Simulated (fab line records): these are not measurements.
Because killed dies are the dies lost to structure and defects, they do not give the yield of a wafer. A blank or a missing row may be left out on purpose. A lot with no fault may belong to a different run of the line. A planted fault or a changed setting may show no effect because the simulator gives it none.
The tool behind it: which one? / flow sky130 / 42 wafers from 14 lots sampled at 4 of the route's 708 steps

== WHAT THE GAUGES SHOWED, per wafer ==
SKY_VT_ADJUST_PCH_TW_MEAS_10.
lot=L978; measured=day 10 03:16; on=film-metro-03; VT_ADJUST_PCH_TW=141.2 141.7 141.2
lot=L980; measured=day 11 01:59; on=film-metro-03; VT_ADJUST_PCH_TW=142.0 142.2 141.3
lot=L981; measured=day 11 15:05; on=film-metro-04; VT_ADJUST_PCH_TW=143.0 141.8 144.1
lot=L984; measured=day 12 13:28; on=film-metro-01; VT_ADJUST_PCH_TW=141.8 141.6 142.4
lot=L988; measured=day 13 10:22; on=film-metro-01; VT_ADJUST_PCH_TW=141.9 143.1 142.7
lot=L990; measured=day 13 20:16; on=film-metro-01; VT_ADJUST_PCH_TW=142.5 142.1 141.1
lot=L992; measured=day 14 09:49; on=film-metro-01; VT_ADJUST_PCH_TW=143.5 142.4 143.1
lot=L993; measured=day 14 18:40; on=film-metro-01; VT_ADJUST_PCH_TW=143.0 142.6 142.9
lot=L994; measured=day 15 06:10; on=film-metro-03; VT_ADJUST_PCH_TW=140.9 141.6 141.1
lot=L995; measured=day 15 09:01; on=film-metro-01; VT_ADJUST_PCH_TW=142.6 142.2 141.8
lot=L997; measured=day 16 05:34; on=film-metro-01; VT_ADJUST_PCH_TW=141.8 142.1 142.1
lot=L998; measured=day 16 14:22; on=film-metro-03; VT_ADJUST_PCH_TW=142.1 142.4 141.9
lot=L999; measured=day 17 00:19; on=film-metro-01; VT_ADJUST_PCH_TW=141.5 141.6 141.2
lot=L100; measured=day 17 01:58; on=film-metro-04; VT_ADJUST_PCH_TW=144.5 143.3 143.6

SKY_SONOS_ONO_THK_MEAS_05.
lot=L978; measured=day 11 08:35; on=film-metro-01; SONOS_ONO_CVD_04_THK (nm)=5.79 5.75 5.81
lot=L980; measured=day 12 10:37; on=film-metro-04; SONOS_ONO_CVD_04_THK (nm)=5.55 5.67 5.67
lot=L981; measured=day 13 17:02; on=film-metro-02; SONOS_ONO_CVD_04_THK (nm)=5.80 5.62 5.72
lot=L984; measured=day 13 20:36; on=film-metro-02; SONOS_ONO_CVD_04_THK (nm)=5.75 5.76 5.86
lot=L988; measured=day 14 18:23; on=film-metro-04; SONOS_ONO_CVD_04_THK (nm)=5.66 5.72 5.78
lot=L990; measured=day 15 07:02; on=film-metro-02; SONOS_ONO_CVD_04_THK (nm)=5.75 5.81 5.80
lot=L992; measured=day 15 23:55; on=film-metro-04; SONOS_ONO_CVD_04_THK (nm)=5.68 5.77 5.79
lot=L993; measured=day 16 05:08; on=film-metro-02; SONOS_ONO_CVD_04_THK (nm)=5.72 5.70 5.62
lot=L994; measured=day 16 13:52; on=film-metro-02; SONOS_ONO_CVD_04_THK (nm)=5.59 5.72 5.60
lot=L995; measured=day 16 19:21; on=film-metro-02; SONOS_ONO_CVD_04_THK (nm)=5.82 5.78 5.73
lot=L997; measured=day 17 14:46; on=film-metro-02; SONOS_ONO_CVD_04_THK (nm)=5.87 5.75 5.80
lot=L998; measured=day 18 02:11; on=film-metro-01; SONOS_ONO_CVD_04_THK (nm)=5.73 5.65 5.63
lot=L999; measured=day 18 10:34; on=film-metro-01; SONOS_ONO_CVD_04_THK (nm)=5.59 5.68 5.64
lot=L100; measured=day 18 14:45; on=film-metro-04; SONOS_ONO_CVD_04_THK (nm)=5.70 5.72 5.76

SKY_POLY_GATE_CD_MEAS_13: the cd target is 150 nm.
lot=L978; measured=day 16 02:11; on=cd-sem-02; cd-nm (nm)=147.4 148.1 147.6
lot=L980; measured=day 17 19:01; on=cd-sem-01; cd-nm (nm)=150.7 151.7 151.2
lot=L981; measured=day 18 23:28; on=cd-sem-02; cd-nm (nm)=149.4 149.6 150.9
lot=L984; measured=day 19 00:04; on=cd-sem-02; cd-nm (nm)=149.4 149.1 148.8
lot=L988; measured=day 19 23:19; on=cd-sem-01; cd-nm (nm)=147.9 148.0 149.3
lot=L990; measured=day 20 11:05; on=cd-sem-02; cd-nm (nm)=148.7 148.5 149.1
lot=L992; measured=day 21 05:29; on=cd-sem-01; cd-nm (nm)=149.2 149.6 147.9
lot=L993; measured=day 21 11:10; on=cd-sem-01; cd-nm (nm)=148.7 150.0 147.3
lot=L994; measured=day 21 20:18; on=cd-sem-02; cd-nm (nm)=151.8 150.8 151.1
lot=L995; measured=day 21 23:28; on=cd-sem-01; cd-nm (nm)=148.7 149.2 148.6
lot=L997; measured=day 23 14:32; on=cd-sem-01; cd-nm (nm)=150.4 150.2 148.8
lot=L998; measured=day 23 20:14; on=cd-sem-01; cd-nm (nm)=146.8 148.1 148.9
lot=L999; measured=day 23 22:47; on=cd-sem-02; cd-nm (nm)=150.8 150.4 150.8
lot=L100; measured=day 23 22:34; on=cd-sem-02; cd-nm (nm)=150.2 150.7 150.8

== EACH LOT AND THE TOOL THAT RAN IT (in order: tool; ch and the chambers of the sampled wafers; start) ==
lot=L978; SKY_RES_PROTECT_SOFTBAKE_03=litho-track-03 ch 0, day 14 09:36
lot=L980; SKY_RES_PROTECT_SOFTBAKE_03=litho-track-02 ch 0, day 15 21:37
lot=L981; SKY_RES_PROTECT_SOFTBAKE_03=litho-track-02 ch 0, day 16 23:10
lot=L984; SKY_RES_PROTECT_SOFTBAKE_03=litho-track-03 ch 0, day 17 00:46
lot=L988; SKY_RES_PROTECT_SOFTBAKE_03=litho-track-03 ch 0, day 17 22:34
lot=L990; SKY_RES_PROTECT_SOFTBAKE_03=litho-track-03 ch 0, day 18 11:21
lot=L992; SKY_RES_PROTECT_SOFTBAKE_03=litho-track-01 ch 0, day 19 06:14
lot=L993; SKY_RES_PROTECT_SOFTBAKE_03=litho-track-02 ch 0, day 19 11:31
lot=L994; SKY_RES_PROTECT_SOFTBAKE_03=litho-track-02 ch 0, day 19 22:16
lot=L995; SKY_RES_PROTECT_SOFTBAKE_03=litho-track-02 ch 0, day 20 02:19
lot=L997; SKY_RES_PROTECT_SOFTBAKE_03=litho-track-03 ch 0, day 21 03:11
lot=L998; SKY_RES_PROTECT_SOFTBAKE_03=litho-track-01 ch 0, day 21 14:11
lot=L999; SKY_RES_PROTECT_SOFTBAKE_03=litho-track-02 ch 0, day 21 20:45
lot=L100; SKY_RES_PROTECT_SOFTBAKE_03=litho-track-01 ch 0, day 22 00:00
- SKY_RES_PROTECT_SOFTBAKE_03: time 60 s.

== WHAT THE TOOLS THEMSELVES READ (means of the sampled wafers that have a number; where no wafer has one, the mark that the record gives instead) ==
SKY_RES_PROTECT_SOFTBAKE_03.
lot=L978; tool=litho-track-03; chill-plate-temp-C (C)=22.97; heater-power-total-W (W)=56.59; resist-line-temp-C (C)=22.87
lot=L980; tool=litho-track-02; chill-plate-temp-C (C)=22.92; heater-power-total-W (W)=56.59; resist-line-temp-C (C)=22.96
lot=L981; tool=litho-track-02; chill-plate-temp-C (C)=23.09; heater-power-total-W (W)=56.60; resist-line-temp-C (C)=22.96
lot=L984; tool=litho-track-03; chill-plate-temp-C (C)=23.04; heater-power-total-W (W)=56.65; resist-line-temp-C (C)=23.01
lot=L988; tool=litho-track-03; chill-plate-temp-C (C)=22.94; heater-power-total-W (W)=57.77; resist-line-temp-C (C)=22.99
lot=L990; tool=litho-track-03; chill-plate-temp-C (C)=22.95; heater-power-total-W (W)=57.72; resist-line-temp-C (C)=22.94
lot=L992; tool=litho-track-01; chill-plate-temp-C (C)=23.03; heater-power-total-W (W)=56.60; resist-line-temp-C (C)=22.94
lot=L993; tool=litho-track-02; chill-plate-temp-C (C)=23.06; heater-power-total-W (W)=56.58; resist-line-temp-C (C)=22.98
lot=L994; tool=litho-track-02; chill-plate-temp-C (C)=22.88; heater-power-total-W (W)=56.62; resist-line-temp-C (C)=23.06
lot=L995; tool=litho-track-02; chill-plate-temp-C (C)=23.06; heater-power-total-W (W)=56.62; resist-line-temp-C (C)=22.97
lot=L997; tool=litho-track-03; chill-plate-temp-C (C)=22.83; heater-power-total-W (W)=56.60; resist-line-temp-C (C)=23.04
lot=L998; tool=litho-track-01; chill-plate-temp-C (C)=23.11; heater-power-total-W (W)=56.61; resist-line-temp-C (C)=23.02
lot=L999; tool=litho-track-02; chill-plate-temp-C (C)=22.94; heater-power-total-W (W)=56.63; resist-line-temp-C (C)=23.01
lot=L100; tool=litho-track-01; chill-plate-temp-C (C)=23.06; heater-power-total-W (W)=56.56; resist-line-temp-C (C)=23.18

== THE ANSWER, worked out from the rows above alone ==
Rule: the lots themselves supply what counts as usual. Put in order of their means at a reading, lots are off if they are a third of the lots or fewer, leave a main group of 4 or more, and stand apart from it by a gap of 3 or more times the standard deviation of the main group's means; of several such gaps the widest counts. If all means in a main group match to the digits the tables above print for the reading, that group is not used. Also off: a lot with no number at a reading for which 4 or more lots have one. Any other lot the step has rows for is counted as sound. The gauges are gone through in route order, then the tools' own readings, and for those a lot's mean is taken as printed above. The first step at which some lot is off is used, and at that step the reading that is off furthest; a lot without a number counts as furthest.
Off: L988, L990, at SKY_RES_PROTECT_SOFTBAKE_03 (heater-power-total-W). For the main group the mean is 56.60 W and the standard deviation 0.023.
A tool fits if, at that step or a process step before it, it ran every lot that is off, and no sound lot after the first of them. None of those tried fits.

== WHAT THE SIMULATOR HAD PUT IN ==
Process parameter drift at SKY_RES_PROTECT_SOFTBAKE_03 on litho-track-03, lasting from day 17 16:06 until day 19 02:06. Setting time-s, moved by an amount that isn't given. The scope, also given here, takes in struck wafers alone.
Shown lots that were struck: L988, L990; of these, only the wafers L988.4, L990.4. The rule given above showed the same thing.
